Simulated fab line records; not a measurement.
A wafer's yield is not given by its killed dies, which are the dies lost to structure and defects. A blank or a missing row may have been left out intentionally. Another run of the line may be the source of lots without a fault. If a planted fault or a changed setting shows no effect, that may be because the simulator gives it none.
A struck lot beside a sound one | flow sky130 | 17 steps out of a route of 708
Sound: wafers L895.1, L895.4, L895.5. Struck: wafers L902.2, L902.3, L902.6. The cause is given at the end.
Order at every step that has rows: each side's tool, ch and its chambers, its first start. Under that, the readings that differ: sound wafers | struck wafers | difference of the means | sigmas: that difference in standard deviations of wafers without a fault.
alike: readings whose means differ by less than 2 such deviations, and words and numbers that are the same on both sides. not compared: withheld readings, readings that some wafer has no value for, bounds like >300 that may hide the same value, and numbers for which the record gives no deviation and whose values overlap.
The two part at a step that has a row with sigmas, a row that says differs or no value, or rows on one side only. Non-overlapping numbers with no deviation appear without sigmas and do not part them. A reading that every wafer of one side lacks parts them only if that side has two wafers or more.

first, 1 step without rows for these wafers: SKY_VT_ADJUST_LVTN_IMPLANT_19.
SKY_VT_ADJUST_LVTN_STRIP_20: strips in O2/N2.
  sound on plasma asher-01 ch 0,1, day 11 11:43; struck on plasma asher-01 ch 1, day 13 11:55
  reading                      | sound             | struck            | difference | sigmas
  strip time to endpoint s (s) | 14.18 14.21 14.17 | 14.08 14.07 14.09 | -0.11      | -2
  alike: chamber pressure mTorr, drypump motor current A, oes product au
  not compared: rf hours counter h
SKY_VT_ADJUST_LVTN_TW_MEAS_21:
  sound: film metro-02 at day 11 11:49; struck: film metro-02 at day 13 12:01
  alike: VT_ADJUST_LVTN_2_TW
then, 7 steps without rows for these wafers: SKY_VT_ADJUST_NCORE_DEHYDRATE_00 (time 60 s); SKY_VT_ADJUST_NCORE_HMDS_01 (prime time 60 s); SKY_VT_ADJUST_NCORE_COAT_02 (resist thk 1140 nm); SKY_VT_ADJUST_NCORE_SOFTBAKE_03 (time 60 s); SKY_VT_ADJUST_NCORE_EXPOSE_04 (exposes mask LVTN COMPLEMENT THIN, target cd 380 nm); SKY_VT_ADJUST_NCORE_PEB_05; SKY_VT_ADJUST_NCORE_DEVELOP_06 (develop time 60 s).
SKY_VT_ADJUST_NCORE_CD_MEAS_07: target cd 380 nm.
  sound: cd sem-01 at day 12 12:47; struck: cd sem-01 at day 14 13:54
  alike: cd nm
SKY_VT_ADJUST_NCORE_OVL_MEAS_08:
  sound: overlay-02 at day 12 12:54; struck: overlay-01 at day 14 14:01
  alike: VT_ADJUST_NCORE_OVL
SKY_VT_ADJUST_NCORE_IMPLANT_09:
  sound on implanter-04 ch 0, day 12 12:56; struck on implanter-04 ch 0, day 14 14:05
  reading            | sound             | struck            | difference | sigmas
  beam on s (s)      | 10.16 10.03 10.12 | 11.39 11.34 11.22 | +1.21      | +6
  faraday current uA | 13.37 13.51 13.44 | 11.89 11.92 12.01 | -1.50      | -5
SKY_VT_ADJUST_NCORE_STRIP_10: strips in O2/N2.
  sound on plasma asher-02 ch 0,1, day 12 13:05; struck on plasma asher-02 ch 0, day 14 14:13
  alike: chamber pressure mTorr, drypump motor current A, oes product au, strip time to endpoint s
  not compared: rf hours counter h
SKY_VT_ADJUST_NCORE_TW_MEAS_11:
  sound: film metro-04 at day 12 13:11; struck: film metro-01 at day 14 14:19
  reading            | sound             | struck            | difference | sigmas
  VT_ADJUST_NCORE_TW | 215.4 216.6 215.9 | 231.3 231.7 230.5 | +15.2      | +6
then, 1 step without rows for these wafers: SKY_VT_ADJUST_HVTR_DEHYDRATE_00 (time 60 s).
-- a jump in the record: the struck wafers' starts before and after are 36 days apart (it breaks off in module VT_ADJUST_HVTR and resumes in module PAD_OPEN, where the first step shown is number 708 of the route) --
SKY_PAD_OPEN_PROBE_99:
  sound: prober-01 at day 48 22:50; struck: prober-02 at day 50 19:10
  reading                                    | sound                        | struck                        | difference | sigmas
  model.etest.nfet_16v.r on ohm um           | 1.371e+04 1.39e+04 1.381e+04 | 1.434e+04 1.445e+04 1.434e+04 | +5.700e+02 |
  model.etest.pfet g5v0d10v5.r on ohm um     | 4704 4805 4799               | 4518 4512 4458                | -273       |
  model.etest.res pwell under gate.rs ohm sq | 2276 2289 2288               | 2230 2223 2220                | -60        |
  model.etest.pfet g5v0d10v5.drive ua um     | 343.2 340.7 339.1            | 363.6 359.9 362.7             | +21.1      |
  model.etest.pfet_16v.drive ua um           | 246.2 245.7 240.1            | 257.8 256.1 258               | +13.3      |
  model.etest.nfet_16v.drive ua um           | 228.1 225.3 224.2            | 218.9 216.1 221.6             | -7.0       |
  model.etest.pfet g5v0d10v5.off log10 a um  | -12.85 -12.85 -12.79         | -10.96 -10.74 -10.93          | +1.95      |
  model.etest.pfet g5v0d10v5.vt sat v (V)    | -0.6527 -0.6738 -0.6699      | -0.4707 -0.4657 -0.4865       | +0.1912    |
  alike: killed_at_M0_to_M3, killed_at_M4_up, killed at contacts, killed at front end, killed at other, killed dies, killed open, killed short

## WHERE THEY PART
First at SKY_VT_ADJUST_LVTN_STRIP_20; last, within this record, at SKY_VT_ADJUST_NCORE_TW_MEAS_11. Later steps at which nothing parts them and some readings are alike: SKY_PAD_OPEN_PROBE_99.

WHY: what had been put in by the simulator
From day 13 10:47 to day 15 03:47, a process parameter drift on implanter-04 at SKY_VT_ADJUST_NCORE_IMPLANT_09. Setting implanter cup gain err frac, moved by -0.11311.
